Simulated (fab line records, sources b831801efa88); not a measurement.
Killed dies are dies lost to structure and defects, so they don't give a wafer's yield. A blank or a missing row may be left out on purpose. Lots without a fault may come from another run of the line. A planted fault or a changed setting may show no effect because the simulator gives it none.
Problem report in the 8D (eight disciplines) form, filled by code | flow sky130 | the parts of the form that need people (team, actions taken, sign-off) are left out

1. THE PROBLEM
LI_CONTACT_W_RS at SKY_LI_CONTACT_RS_MEAS_22 reads a mean of 0.188 ohm/sq on 2 wafers of 1 lot; wafers without a fault read 0.284 ohm/sq with a standard deviation of 0.0032. That is -30 standard deviations from the usual mean.
The step: measures by four-point-probe.
First seen on wafer L639.2, day 34 01:17, on film_metro-01. The record holds 30 wafers of 10 lots with a number at this step. Rule for "out", or "out of limits": more than 4 standard deviations from the usual mean. The other wafers with a number count as sound.

2. WHAT IT IS AND WHAT IT IS NOT
question                    | is                | is not
which readings at this step | LI_CONTACT_W_RS   | -
which lots                  | L639              | L626, L628, L631, L632, L633, L636, L637, L643, L648
which wafers of those lots  | L639.2, L639.3    | L639.1
read on which gauges        | film_metro-01     | film_metro-02, film_metro-04
when                        | from day 34 01:17 | up to then (22 sound wafers); but 6 sound wafers of L643, L648 came after

3. SUSPECTS, AND WHAT RULES EACH OUT
Counting: a tool at a process step up to the reading stays a suspect if it ran every lot that is out. Sound lots after the first of them don't rule it out here, since some wafers of a struck lot are sound.
- the gauge at SKY_LI_CONTACT_RS_MEAS_22: ruled out. All the wafers that are out were read on film_metro-01, but those of them that SKY_LI_CONTACT_CMP_24 has rows for are out there too, on other tools.
- cmp-02 at SKY_LI_CONTACT_CMP_02 (polishes PSG): kept. It ran the lot that is out, L639 (day 32 21:50); its last sound lot up to then is L636 (day 31 15:00).
- cvd_w-01 at SKY_LI_CONTACT_CVD_21 (deposits W, target thk 400 nm, time 120.56 s): kept. It ran the lot that is out, L639 (day 34 01:10); its last sound lot up to then is L637 (day 32 22:10).
- Within cmp-02 at SKY_LI_CONTACT_CMP_02: the wafers that are out ran in chambers 0, 2; their sound lot-mates ran in chamber 3.
- Within cvd_w-01 at SKY_LI_CONTACT_CVD_21: the wafers that are out ran in chamber 0; their sound lot-mates ran in chamber 1.
Left after counting: cmp-02 at SKY_LI_CONTACT_CMP_02, cvd_w-01 at SKY_LI_CONTACT_CVD_21.

4. THE CAUSE (what the simulator had put in)
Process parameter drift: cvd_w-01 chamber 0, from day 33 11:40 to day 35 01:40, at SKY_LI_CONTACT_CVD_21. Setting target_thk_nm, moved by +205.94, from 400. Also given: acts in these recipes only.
Counting left 2 suspects, and this tool is among them.

5. THE CHAIN OF EFFECTS, in route order
Each row: a reading whose mean over the struck wafers that have a number lies more than 3 standard deviations from the usual. Only readings for which the record gives a usual standard deviation are gone through. hours: the time from each lot's start at the first step in this table that gives one to its start at this step, as a median over the lots. sigmas: the change in usual standard deviations.
hours | step                       | reading            | usual        | on struck wafers | change | sigmas
0     | SKY_LI_CONTACT_RS_MEAS_22  | LI_CONTACT_W_RS    | 0.284 ohm/sq | 0.188            | -0.096 | -30
0     | SKY_LI_CONTACT_THK_MEAS_23 | LI_CONTACT_W_THK   | 382 nm       | 528              | +146   | +18
0     | SKY_LI_CONTACT_CMP_24      | time_to_endpoint_s | 96 s         | 144              | +48    | +16
The process steps in it:
- SKY_LI_CONTACT_CMP_24: polishes, stops on PSG, t overpolish 20 s, target thk 0 nm.

6. WHAT WOULD HAVE CAUGHT IT SOONER
In this record the first reading out of limits at a measuring or inspecting step was taken at day 34 01:17, 14 hours after the fault began at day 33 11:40.
Of the tool readings at SKY_LI_CONTACT_CVD_21 for which the record gives a usual standard deviation, none was out on any struck wafer, so an alarm limit of 4 standard deviations on them would not have fired.
All the lots that are out (1) had begun SKY_LI_CONTACT_CVD_21 on cvd_w-01 by day 34 01:17. A hold on the tool at that time would have spared none of them.
